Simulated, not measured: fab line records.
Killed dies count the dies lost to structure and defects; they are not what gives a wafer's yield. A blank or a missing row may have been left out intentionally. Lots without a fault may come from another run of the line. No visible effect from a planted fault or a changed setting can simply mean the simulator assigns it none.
Which tool did it?    flow sky130    11 lots with 33 wafers sampled at 4 steps, on a route of 708 steps

WHAT THE GAUGES SHOWED, per wafer
SKY_SD_N_RS_MEAS_16: a four-point-probe measurement.
lot   measured      on             SD_N_RS (ohm/sq)
L855  day 27 18:44  film_metro-01  68.34 68.54 68.55
L857  day 28 17:15  film_metro-03  68.31 68.32 68.39
L862  day 30 03:55  film_metro-01  64.93 65.08 64.92
L865  day 31 07:00  film_metro-03  64.65 64.70 64.58
L868  day 32 09:22  film_metro-04  68.60 68.57 68.65
L869  day 32 15:29  film_metro-03  68.41 68.49 68.57
L870  day 34 13:55  film_metro-03  68.46 68.47 68.43
L871  day 34 14:35  film_metro-04  68.69 68.66 68.71
L874  day 34 18:12  film_metro-04  68.84 68.73 68.67
L875  day 34 21:37  film_metro-01  68.60 68.58 68.66
L877  day 35 00:25  film_metro-01  68.87 68.56 68.62

WHAT TOOL EACH LOT RAN ON (gives the tool, then ch and the chambers of the sampled wafers, and finally the start)
lot   SKY_SD_N_IMPLANT_09              SKY_SD_N_STRIP_11                     SKY_SD_N_RTA_14
L855  implanter-01 ch 0, day 27 18:04  plasma_asher-04 ch 0,1, day 27 18:22  rtp_anneal-02 ch 0, day 27 18:34
L857  implanter-03 ch 0, day 28 16:34  plasma_asher-02 ch 0,1, day 28 16:52  rtp_anneal-02 ch 0, day 28 17:05
L862  implanter-03 ch 0, day 30 03:14  plasma_asher-04 ch 0,1, day 30 03:31  rtp_anneal-01 ch 0, day 30 03:44
L865  implanter-03 ch 0, day 31 06:19  plasma_asher-02 ch 0,1, day 31 06:36  rtp_anneal-02 ch 0, day 31 06:48
L868  implanter-04 ch 0, day 32 08:41  plasma_asher-02 ch 0,1, day 32 08:58  rtp_anneal-01 ch 0, day 32 09:11
L869  implanter-01 ch 0, day 32 14:49  plasma_asher-02 ch 0,1, day 32 15:07  rtp_anneal-02 ch 0, day 32 15:19
L870  implanter-03 ch 0, day 34 13:14  plasma_asher-02 ch 0,1, day 34 13:31  rtp_anneal-01 ch 0, day 34 13:44
L871  implanter-01 ch 0, day 34 13:55  plasma_asher-04 ch 0,1, day 34 14:11  rtp_anneal-02 ch 0, day 34 14:23
L874  implanter-03 ch 0, day 34 17:28  plasma_asher-02 ch 0,1, day 34 17:46  rtp_anneal-02 ch 0, day 34 18:02
L875  implanter-03 ch 0, day 34 20:56  plasma_asher-04 ch 0,1, day 34 21:13  rtp_anneal-01 ch 0, day 34 21:26
L877  implanter-03 ch 0, day 34 23:44  plasma_asher-04 ch 0,1, day 35 00:01  rtp_anneal-02 ch 0, day 35 00:14
- SKY_SD_N_IMPLANT_09
- SKY_SD_N_STRIP_11: strips in O2/N2.
- SKY_SD_N_RTA_14: time 2 s.

THE ANSWER, worked out from the rows above alone
Rule: the lots themselves supply what counts as usual. The widest of any qualifying gaps counts: lots, ordered by their means at a reading, are off when they make up no more than a third of the lots, leave a main group of 4 or more, and stand apart from it by 3 or more times the standard deviation of that group's means. A main group is skipped when, at the precision printed for the reading in the tables above, its means are all equal. A lot without any number at a reading at which 4 lots or more have one is off too. Where the step has rows for the other lots, those lots are counted as sound.
Off: at SKY_SD_N_RS_MEAS_16 (SD_N_RS), L862, L865. The main group has a mean of 68.57 ohm/sq with a standard deviation of 0.13.
If a tool, at a process step before that reading, ran all the lots that are off and no sound lot after the first of them, it fits. Gauges at SKY_SD_N_RS_MEAS_16: tried the same way as those tools. No candidate that was tried fits.

WHAT THE SIMULATOR HAD PUT IN
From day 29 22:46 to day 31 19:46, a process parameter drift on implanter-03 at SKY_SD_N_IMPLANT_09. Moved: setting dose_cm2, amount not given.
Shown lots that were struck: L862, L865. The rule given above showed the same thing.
